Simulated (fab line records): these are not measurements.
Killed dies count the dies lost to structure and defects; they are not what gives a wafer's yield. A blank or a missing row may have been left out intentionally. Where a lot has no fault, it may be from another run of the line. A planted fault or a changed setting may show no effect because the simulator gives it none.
Chamber matching ; flow sky130 ; SKY_PASSIVATION_CVD_02 on pecvd-03: 3 sister chambers
The step deposits Si3N4, target thk 540 nm. 3 wafers are shown with their chamber, then 10 later ones without.

WAFERS PAIRED WITH THEIR CHAMBERS
wafer;chamber;heater_power_w (W)
L090.5;1;690
L092.1;2;729
L092.2;0;775

WAFERS WHOSE CHAMBER IS MISSING
wafer;heater_power_w (W)
L092.5;768
L093.2;762
L093.3;726
L093.6;789
L094.3;702
L094.4;721
L094.5;715
L097.2;695
L097.3;811
L097.4;729

WHICH CHAMBER EACH ONE RAN IN
wafer;from the rows above;in truth
L092.5;0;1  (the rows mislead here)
L093.2;can't be placed: 0 or 2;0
L093.3;2;2
L093.6;0;0
L094.3;can't be placed: 1 or 2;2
L094.4;can't be placed: 2 or 1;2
L094.5;can't be placed: 2 or 1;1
L097.2;can't be placed: 1 or 2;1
L097.3;0;0
L097.4;2;2
Correct placement for 4 of the 10. Not placeable from these rows: 5 (in 5, the candidates include the true chamber). Placed wrongly: 1.
How it was worked out, from the rows above alone: a wafer's distance from a chamber is the root of the sum, over the readings, of the square of ((its reading less the chamber's mean) divided by the reading's scatter). The wafer belongs to the nearest chamber; if the next one is less than 2 further off, it can't be placed. For every chamber, the mean is computed from those of its wafers that are shown. The scatter: with one shown wafer a chamber, the root of the mean of the squares of how far each hidden wafer lies from its nearest shown one.
